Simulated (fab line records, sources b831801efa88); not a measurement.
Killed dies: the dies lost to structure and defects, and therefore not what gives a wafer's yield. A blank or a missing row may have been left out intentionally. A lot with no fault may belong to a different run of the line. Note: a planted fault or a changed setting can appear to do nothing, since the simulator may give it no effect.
One fault seen from 2 desks -- flow sky130 -- what lay behind the numbers comes last; until then each desk has only its own

## AT THE TOOL OWNER'S DESK: lithoTrack-02
The tool's own readings at SKY_METAL5_DEVELOP_13 (develop time 60 s): means of the sampled wafers that have a number, for each lot that ran on this tool. Any lot whose mean is over 4 standard deviations away from the usual mean is out of limits and marked OUT; that distance is given in the brackets.
Columns: A = chillPlateTempC at SKY_METAL5_DEVELOP_13, usual 23.01 C
lot,first seen here,A
L389,day 43 22:38,23.00
L390,day 44 07:59,22.98
L403,day 47 18:17,22.88
This desk's verdict: no lot among the 3 shows anything out of limits.

## THE METROLOGY DESK
What the gauges read for every lot (on any tool): the sampled wafers with a number, averaged. Any lot whose mean is over 4 standard deviations away from the usual mean is out of limits and marked OUT; that distance is given in the brackets.
Columns: A = VT_ADJUST_NCORE_OVL at SKY_VT_ADJUST_NCORE_OVL_MEAS_08, usual -0.1 nm; B = cdNm at SKY_SONOS_ONO_CD_MEAS_13, usual 410.1 nm; C = LI_CONTACT_W_THK at SKY_LI_CONTACT_THK_MEAS_23, usual 401 nm
lot,first seen here,A,B,C
L389,day 8 17:33,2.3,407.7,398
L390,day 8 22:59,0.3,412.6,396
L391,day 9 18:59,-0.3,410.1,402
L394,day 10 09:46,-0.3,411.0,394
L396,day 11 01:35,-0.8,408.8,390
L397,day 11 08:44,-1.1,408.3,403
L403,day 12 20:43,0.4,410.9,407
L404,day 13 02:11,-1.4,414.6,406
L406,day 13 22:31,3.0,409.3,407
L405,day 13 23:04,-0.7,411.4,402
L407,day 14 04:38,2.3,413.2,410
L408,day 14 09:41,0.2,411.7,390
L409,day 14 15:23,1.5,410.6,403
L411,day 15 09:05,-0.7,410.8,398
This desk's verdict: no lot among the 14 shows anything out of limits.

## ALL TOGETHER
Nothing out of limits was seen by the tool owner's desk.
Nothing out of limits was seen by the metrology desk.

## WHAT HAD BEEN PUT IN BY THE SIMULATOR
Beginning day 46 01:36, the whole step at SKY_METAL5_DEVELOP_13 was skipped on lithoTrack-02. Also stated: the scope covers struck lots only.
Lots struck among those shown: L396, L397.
